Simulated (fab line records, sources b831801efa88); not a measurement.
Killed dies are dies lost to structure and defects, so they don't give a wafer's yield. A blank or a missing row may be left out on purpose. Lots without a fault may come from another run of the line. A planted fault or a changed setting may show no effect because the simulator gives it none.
A struck lot beside a sound one | flow gf180mcu | 16 steps out of a route of 602
Sound: wafers L746.2, L746.5, L746.6. Struck: wafers L756.2, L756.3, L756.5. The cause comes at the end.
At each step with rows: each side's tool, then ch and its chambers, then its first start. Under that, the readings that differ: sound wafers | struck wafers | difference of the means | sigmas: that difference in standard deviations of wafers without a fault.
alike: readings whose means differ by less than 2 such deviations, and words and numbers that are the same on both sides. not compared: withheld readings, readings that some wafer has no value for, bounds like >300 that may hide the same value, and numbers for which the record gives no deviation and whose values overlap.
The two part at a step that has a row with sigmas, a row that says differs or no value, or rows on one side only. Numbers that don't overlap but have no deviation are shown without sigmas and don't part them. A reading that every wafer of one side lacks parts them only if that side has two wafers or more.

GF_POLY_GATE_ETCH_13: etches poly-Si in HBr/Cl2, stops on SiO2, target depth 198.5 nm, time 69.6 s.
  sound on rie_si-01 ch 0,1, day 9 20:36; struck on rie_si-01 ch 1,2,3, day 12 20:43
  alike: drypump_motor_current_A, mfc_cl2_sccm, oes_product_au, throttle_valve_pct
  not compared: rf_hours_counter_h
GF_POLY_GATE_STRIP_14: strips in O2/N2.
  sound on plasma_asher-01 ch 0,1, day 9 20:39; struck on plasma_asher-04 ch 0,1, day 12 20:47
  reading                     | sound       | struck      | difference | sigmas
  drypump_motor_current_A (A) | 5.2 5.2 5.6 | 6.2 6.2 5.8 | +0.7       | +2
  alike: heater_power_w, oes_product_au
  not compared: rf_hours_counter_h
then, 2 steps without rows for these wafers: GF_POLY_GATE_CLEAN_15 (cleans in SC1/SC2, time 150 s); GF_POLY_GATE_OXIDATION_16 (stabilise 600 s, purge 300 s, target thk 4 nm).
GF_POLY_GATE_THK_MEAS_17:
  sound on film_metro-04, day 9 22:34; struck on film_metro-03, day 12 22:11
  alike: POLY_GATE_OXIDATION_THK
GF_POLY_GATE_CD_MEAS_18:
  sound on cd_sem-02, day 9 22:39; struck on cd_sem-02, day 12 22:16
  alike: cd_nm
then, 6 steps without rows for these wafers: GF_HV_LDD_DEHYDRATE_00 (time 60 s); GF_HV_LDD_HMDS_01 (prime time 60 s); GF_HV_LDD_COAT_02 (resist thk 1000 nm); GF_HV_LDD_SOFTBAKE_03 (time 60 s); GF_HV_LDD_EXPOSE_04 (exposes mask Nplus LV AREA, target cd 400 nm); GF_HV_LDD_PEB_05.
GF_HV_LDD_DEVELOP_06: develop time 60 s.
  sound on litho_track-02 ch 0, day 10 16:23; struck on litho_track-02 ch 0, day 13 18:32
GF_HV_LDD_CD_MEAS_07: target cd 400 nm.
  sound on cd_sem-02, day 10 16:32; struck on cd_sem-02, day 13 18:41
  reading    | sound             | struck            | difference | sigmas
  cd_nm (nm) | 396.2 398.7 397.1 | 382.4 381.3 382.4 | -15.3      | -7
GF_HV_LDD_OVL_MEAS_08:
  sound on overlay-02, day 10 16:38; struck on overlay-02, day 13 18:47
  alike: HV_LDD_OVL
GF_PASSIVATION_PROBE_99:
  the record has rows for the sound wafers here (prober-01, day 29 18:21) and none for the struck ones

WHERE THEY PART
First at GF_POLY_GATE_STRIP_14; last, within this record, at GF_PASSIVATION_PROBE_99.

WHY: what the simulator had put in
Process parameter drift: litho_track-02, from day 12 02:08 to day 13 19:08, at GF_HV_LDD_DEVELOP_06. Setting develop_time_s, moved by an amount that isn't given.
